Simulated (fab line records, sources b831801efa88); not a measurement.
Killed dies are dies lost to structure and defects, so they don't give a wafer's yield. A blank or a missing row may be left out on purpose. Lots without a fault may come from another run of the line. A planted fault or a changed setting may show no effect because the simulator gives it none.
Which tool did it? | flow gf180mcu | 14 lots, 42 wafers sampled, at 2 steps of a route of 602

WHAT THE GAUGES READ, wafer by wafer
GF_STI_THK_MEAS_04.
lot  | measured    | on            | STI_CVD_03_THK (nm)
L354 | day 1 13:35 | film_metro-04 | 208.4 210.4 208.5
L355 | day 1 19:02 | film_metro-01 | 210.5 212.0 210.8
L356 | day 1 23:34 | film_metro-04 | 211.1 209.1 210.2
L357 | day 2 04:35 | film_metro-03 | 208.8 209.6 207.3
L358 | day 2 09:35 | film_metro-01 | 201.8 201.8 201.5
L359 | day 2 16:40 | film_metro-01 | 199.2 200.3 200.4
L360 | day 2 20:33 | film_metro-03 | 207.2 209.3 207.9
L363 | day 3 12:04 | film_metro-03 | 205.5 205.5 207.0
L364 | day 3 15:34 | film_metro-04 | 199.5 198.2 198.4
L369 | day 4 17:37 | film_metro-03 | 202.9 203.3 203.9
L371 | day 5 02:34 | film_metro-04 | 203.4 202.5 204.5
L375 | day 6 00:28 | film_metro-01 | 204.4 206.5 207.9
L376 | day 6 04:20 | film_metro-01 | 208.9 209.0 208.5
L377 | day 6 08:34 | film_metro-03 | 205.0 206.6 205.6

WHICH TOOL RAN EACH LOT (tool, then ch and the chambers of the sampled wafers, then the start)
lot  | GF_STI_CVD_03
L354 | lpcvd-02 ch 0, day 1 11:34
L355 | lpcvd-02 ch 0, day 1 17:04
L356 | lpcvd-02 ch 0, day 1 21:34
L357 | lpcvd-02 ch 1, day 2 02:34
L358 | lpcvd-01 ch 0, day 2 07:34
L359 | lpcvd-02 ch 0, day 2 14:40
L360 | lpcvd-01 ch 0, day 2 17:34
L363 | lpcvd-01 ch 0, day 3 10:05
L364 | lpcvd-02 ch 0, day 3 13:34
L369 | lpcvd-01 ch 0, day 4 15:38
L371 | lpcvd-01 ch 1, day 5 00:34
L375 | lpcvd-01 ch 1, day 5 21:27
L376 | lpcvd-02 ch 0, day 6 02:21
L377 | lpcvd-02 ch 1, day 6 06:34
- GF_STI_CVD_03: deposits Si3N4 from DCS/NH3, target thk 207.16 nm, time 3551 s.

WHAT THE TOOLS THEMSELVES READ (means of the sampled wafers that have a number; where no wafer has one, the mark that the record gives instead)
The record holds no such reading with a usual standard deviation.

THE ANSWER, worked out from the rows above alone
Rule: what is usual is taken from the lots themselves. Put in order of their means at a reading, lots are off if they are a third of the lots or fewer, leave a main group of 4 or more, and stand apart from it by a gap of 3 or more times the standard deviation of the main group's means; of several such gaps the widest counts. A main group whose means are all the same, to the digits that the tables above print for the reading, isn't used. A lot without any number at a reading at which 4 lots or more have one is off too. The other lots that the step has rows for count as sound. The gauges are gone through in route order, then the tools' own readings, and for those a lot's mean is taken as printed above. The first step at which some lot is off is used, and at that step the reading that is off furthest; a lot without a number counts as furthest.
No lot is off at any reading shown: from this, nothing can be told.

WHAT THE SIMULATOR HAD PUT IN
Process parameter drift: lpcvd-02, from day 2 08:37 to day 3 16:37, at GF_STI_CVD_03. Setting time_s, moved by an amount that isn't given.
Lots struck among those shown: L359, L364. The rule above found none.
